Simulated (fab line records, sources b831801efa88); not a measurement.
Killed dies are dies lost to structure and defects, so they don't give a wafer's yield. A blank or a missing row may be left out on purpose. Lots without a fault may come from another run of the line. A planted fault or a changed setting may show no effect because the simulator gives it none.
fab line records | flow sfq_line
record lots=5 wafers=23
route steps=325 shown M7@292 I7@303 M8@313
start_h: hours from the record's first day to the start of the lot's first wafer shown | wait_h: hours since the lot's step before | " the same as in the row above | L1.1+2: a row that stands for several wafers | - no value, or no start given | * or withheld: withheld | < > ~ a bound
route shown NAME@n: a module of which the file shows steps, and the number in the route of the first | usual: mean/standard deviation of fault-free wafers | same: alike in all rows | chamber/n: place in a boat | sites: the reading at each site | _std_site: their standard deviation | _edge_site: outer sites' mean less inner sites' | radius_mm: how far each site lies from the wafer's centre | mask NAME#n: copy n | behind: the tool/chamber that last shaped the wafer | hold: why the lot was held/for how many hours/how that ended | device: the transistor (n, p or np) that didn't switch | end of line: the same wafers' tests at the end of the route | a step without rows: its recipe alone | killed: dies lost to structure and defects at the first sort, not the wafer's yield | map: a wafer's dies, x killed, . not, _ none there
set.NAME: the setting as run; set.NAME@STEP: as run at that earlier step | model.NAME: the simulator's own value behind a step, which no gauge read
lots whose settings were changed on purpose; a table a step, a row a wafer
## steps
# step SFQ_TRILAYER_M7_BARC_OPEN_METAL_ETCH_229
# recipe mask_material=PR chemistry=O2 target_depth_nm=125 target=BARC icp_w=600 bias_w=80 pressure_mtorr=10 time_s=41.7
# columns lot.wafer tool chamber start_h wait_h set.bias_w set.spin_rpm@TRILAYER_M7_LITHO_COAT_177 model.KrF_of_TRILAYER_M7_LITHO_COAT_177.thk_nm
L076.1 rie_metal-02 0 1760.27 0.0 80 3000 522.4
L076.2 " 1 " " 80 3000 522.7
L076.3 " 1 " " 80 3000 523
L076.4 " 0 " " 80 3000 522.6
L076.5 " 0 " " 80 3000 520.1
L077.1 rie_metal-03 1 1763.87 0.0 80 3000 522
L077.2 " 0 " " 80 3000 520
L077.3 " 0 " " 80 3153 506.1
L077.4 " 1 " " 85.15 3153 503.9
L077.6 " 1 " " 85.15 3000 520.4
L080.1 rie_metal-01 0 1802.37 0.0 80 3000 525
L080.3 " 0 " " 80 3000 526.2
L080.6 " 0 " " 80 3000 523
L083.1 rie_metal-03 0 1822.77 0.0 80 3000 523.9
L083.3 " 1 " " 85.38 3000 522.1
L083.4 " 0 " " 85.38 3091 514.4
L083.5 " 1 " " 80 3091 514.4
L083.6 " 0 " " 85.38 3000 522.8
L084.1 rie_metal-03 1 1833.57 0.0 80 2917 533.2
L084.2 " 0 " " 87.14 3000 524
L084.4 " 1 " " 87.14 3000 524.9
L084.5 " 1 " " 80 2917 531.6
L084.6 " 0 " " 87.14 2917 530.9
# step SFQ_TRILAYER_I7_VIA_LITHO_EXPOSE_188
# recipe mask_id=I7 na=0.6 source_shape=conventional sigma_outer=0.65 target_cd_nm=1000 dose_mj=21.3
# columns lot.wafer tool chamber start_h wait_h mask set.dose_mj
L076.1+2+3+4+5 krf_scanner-02 0 1852.86 - I7#0 21.3
L077.1+4+6 krf_scanner-02 0 1856.46 - I7#0 21.81
L077.2+3 " 0 " " I7#0 21.3
L080.1+3+6 krf_scanner-02 0 1898.87 - I7#0 21.3
L083.1+3+4 krf_scanner-02 0 1921.67 - I7#0 21.3
L083.5+6 " 0 " " I7#0 20.31
L084.1+2+4 krf_scanner-01 0 1932.60 - I7#0 21.3
L084.5+6 " 0 " " I7#0 20.52
# step SFQ_TRILAYER_I7_VIA_LITHO_PEB_190
# recipe peb_temp_c=115 peb_time_s=60 resist=KrF
# columns lot.wafer tool chamber start_h wait_h set.peb_time_s
L076.1+2+3 litho_track-04 0 1854.06 1.0 55.15
L076.4+5 " 0 " " 60
L077.1+3+4 litho_track-04 0 1857.66 1.0 57.18
L077.2+6 " 0 " " 60
L080.1+3+6 litho_track-02 0 1900.07 1.0 60
L083.1+3+4+5+6 litho_track-03 0 1922.87 1.0 60
L084.1+2 litho_track-03 0 1933.80 1.0 54.64
L084.4+5+6 " 0 " " 60
# step SFQ_TRILAYER_I7_VIA_LITHO_DEVELOP_189
# recipe time_s=60 resist=KrF
# step SFQ_TRILAYER_I7_VIA_BARC_OPEN_VIA_ETCH_260
# recipe mask_material=PR chemistry=O2 target_depth_nm=125 target=BARC source_w=515.2 bias_w=80 pressure_mtorr=30 time_s=41.7
# columns lot.wafer tool chamber start_h wait_h set.dose_mj@TRILAYER_I7_VIA_LITHO_EXPOSE_188 set.peb_time_s@TRILAYER_I7_VIA_LITHO_PEB_190 model.I7.cd_nm
L076.1 rie_diel-01 0 1854.39 0.0 21.3 55.15 987.6
L076.2 " 1 " " 21.3 55.15 989.7
L076.3 " 1 " " 21.3 55.15 988.3
L076.4 " 0 " " 21.3 60 1001
L076.5 " 0 " " 21.3 60 1000
L077.1 rie_diel-03 3 1857.99 0.0 21.81 57.18 996.7
L077.2 " 2 " " 21.3 60 999.9
L077.3 " 1 " " 21.3 57.18 993.2
L077.4 " 0 " " 21.81 57.18 996.5
L077.6 " 2 " " 21.81 60 1002
L080.1 rie_diel-01 2 1900.41 0.0 21.3 60 997
L080.3 " 0 " " 21.3 60 998.7
L080.6 " 2 " " 21.3 60 998.9
L083.1+4 rie_diel-02 1,0 1923.21 0.0 21.3 60 1003
L083.3 " 2 " " 21.3 60 1001
L083.5 " 2 " " 20.31 60 994.2
L083.6 " 3 " " 20.31 60 994.5
L084.1+2 rie_diel-02 0,1 1934.13 0.0 21.3 54.64 986.1
L084.4 " 2 " " 21.3 60 1000
L084.5 " 1 " " 20.52 60 994.7
L084.6 " 0 " " 20.52 60 994.6
# step SFQ_TRILAYER_I7_VIA_ETCH_VIA_ETCH_190
# recipe target=SiO2 stop_on=Nb mask_material=PR taper_deg=20 chemistry=CHF3 target_depth_nm=260 source_w=500 bias_w=80 pressure_mtorr=30 time_s=withheld
# columns lot.wafer tool chamber start_h wait_h set.dose_mj@TRILAYER_I7_VIA_LITHO_EXPOSE_188 set.peb_time_s@TRILAYER_I7_VIA_LITHO_PEB_190 model.I7.cd_nm
L076.1 rie_diel-01 0 1854.45 0.0 21.3 * 986.9
L076.2 " 1 " " 21.3 * 989.6
L076.3 " 1 " " 21.3 * 988.1
L076.4 " 0 " " 21.3 * 999.8
L076.5 " 0 " " 21.3 * 998
L077.1 rie_diel-03 3 1858.03 0.0 21.81 * 996.1
L077.2 " 2 " " 21.3 * 998.4
L077.3 " 1 " " 21.3 * 991.9
L077.4 " 0 " " 21.81 * 996.5
L077.6 " 2 " " 21.81 * 1002
L080.1 rie_diel-01 2 1900.45 0.0 21.3 * 999.1
L080.3 " 0 " " 21.3 * 999.4
L080.6 " 2 " " 21.3 * 1002
L083.1+4 rie_diel-02 1,0 1923.25 0.0 21.3 * 1003
L083.3 " 2 " " 21.3 * 1001
L083.5 " 2 " " 20.31 * 993.5
L083.6 " 3 " " 20.31 * 994.4
L084.1 rie_diel-02 0 1934.17 0.0 21.3 * 987.9
L084.2 " 1 " " 21.3 * 988.3
L084.4 " 2 " " 21.3 * 999.8
L084.5 " 1 " " 20.52 * 995.5
L084.6 " 0 " " 20.52 * 997
# step SFQ_TRILAYER_M8_LITHO_COAT_193
# recipe resist=KrF spin_rpm=3000 resist_thk_nm=600
# columns lot.wafer tool chamber start_h wait_h set.resist_thk_nm model.KrF_of_TRILAYER_M8_LITHO_COAT_193.thk_nm
L076.1 litho_track-03 0 - - 613.8 610.3
L076.2 " 0 " " 600 597.1
L076.3 " 0 " " 613.8 610.8
L076.4 " 0 " " 613.8 610.2
L076.5 " 0 " " 600 595
L077.1 litho_track-04 0 - - 600 599
L077.2 " 0 " " 618.9 616.9
L077.3 " 0 " " 600 597.5
L077.4 " 0 " " 618.9 616.6
L077.6 " 0 " " 618.9 617.4
L080.1 litho_track-03 0 - - 600 597.2
L080.3+6 " 0 " " 600 598.1
L083.1 litho_track-01 0 - - 600 599.4
L083.3 " 0 " " 600 597.5
L083.4 " 0 " " 600 595.8
L083.5 " 0 " " 600 596.7
L083.6 " 0 " " 600 598.7
L084.1 litho_track-04 0 - - 622.6 622.2
L084.2 " 0 " " 600 598.2
L084.4 " 0 " " 622.6 623.9
L084.5 " 0 " " 622.6 624.4
L084.6 " 0 " " 600 600.5
# step SFQ_TRILAYER_M8_DEP_EVAP_198
# recipe material=Pt angular_spread_deg=1 target_thk_nm=50 time_s=250 power_w=2000
# columns lot.wafer tool chamber start_h wait_h set.time_s model.Pt_of_TRILAYER_M8_DEP_EVAP_198.thk_nm
L076.1 pvd_sputter-02 - 1955.88 0.0 250 50.79
L076.2 " - " " 250 50.64
L076.3 " - " " 250 50.23
L076.4 " - " " 250 50.49
L076.5 " - " " 250 50.76
L077.1 pvd_sputter-01 - 1959.48 0.0 221.1 44.27
L077.2 " - " " 250 50.03
L077.3 " - " " 221.1 44.35
L077.4 " - " " 250 50.06
L077.6 " - " " 221.1 44.31
L080.1 pvd_sputter-02 - 1998.00 0.0 250 49.99
L080.3 " - " " 250 49.8
L080.6 " - " " 250 50.02
L083.1 pvd_sputter-02 - 2023.33 0.0 269.2 54.14
L083.3 " - " " 250 50.17
L083.4 " - " " 250 49.64
L083.5 " - " " 269.2 53.5
L083.6 " - " " 269.2 53.85
L084.1 pvd_sputter-02 - 2031.73 0.0 250 50.13
L084.2 " - " " 250 49.72
L084.4 " - " " 230 45.97
L084.5 " - " " 230 46.09
L084.6 " - " " 250 49.6
## key
split step=SFQ_TRILAYER_M7_BARC_OPEN_METAL_ETCH_229 setting=bias_w stated=80 by=wafer
response none clear
split step=SFQ_TRILAYER_I7_VIA_LITHO_EXPOSE_188 setting=dose_mj stated=21.3 by=wafer
response step=SFQ_TRILAYER_I7_VIA_BARC_OPEN_VIA_ETCH_260 reading=model.I7.cd_nm slope=+1.54 per=1% together_with=peb_time_s@TRILAYER_I7_VIA_LITHO_PEB_190 explained=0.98
response step=SFQ_TRILAYER_I7_VIA_ETCH_VIA_ETCH_190 reading=model.I7.cd_nm slope=+1.59 per=1% together_with=peb_time_s@TRILAYER_I7_VIA_LITHO_PEB_190 explained=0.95
split step=SFQ_TRILAYER_I7_VIA_LITHO_PEB_190 setting=peb_time_s stated=60 by=wafer
response step=SFQ_TRILAYER_I7_VIA_BARC_OPEN_VIA_ETCH_260 reading=model.I7.cd_nm change=+1.29 per=1% r=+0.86
response step=SFQ_TRILAYER_I7_VIA_ETCH_VIA_ETCH_190 reading=model.I7.cd_nm slope=+1.39 per=1% together_with=dose_mj@TRILAYER_I7_VIA_LITHO_EXPOSE_188 explained=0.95
split step=SFQ_TRILAYER_M8_LITHO_COAT_193 setting=resist_thk_nm stated=600 by=wafer
response step=SFQ_TRILAYER_M8_LITHO_COAT_193 reading=model.KrF_of_TRILAYER_M8_LITHO_COAT_193.thk_nm change=+6.22 per=1% r=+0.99
split step=SFQ_TRILAYER_M8_DEP_EVAP_198 setting=time_s stated=250 by=wafer
response step=SFQ_TRILAYER_M8_DEP_EVAP_198 reading=model.Pt_of_TRILAYER_M8_DEP_EVAP_198.thk_nm change=+0.494 per=1% r=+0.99
split outside_this_file step=SFQ_TRILAYER_M7_LITHO_COAT_177 setting=spin_rpm
# split outside_this_file: this setting was split too, and the file shows its column; the key of that split is in another file
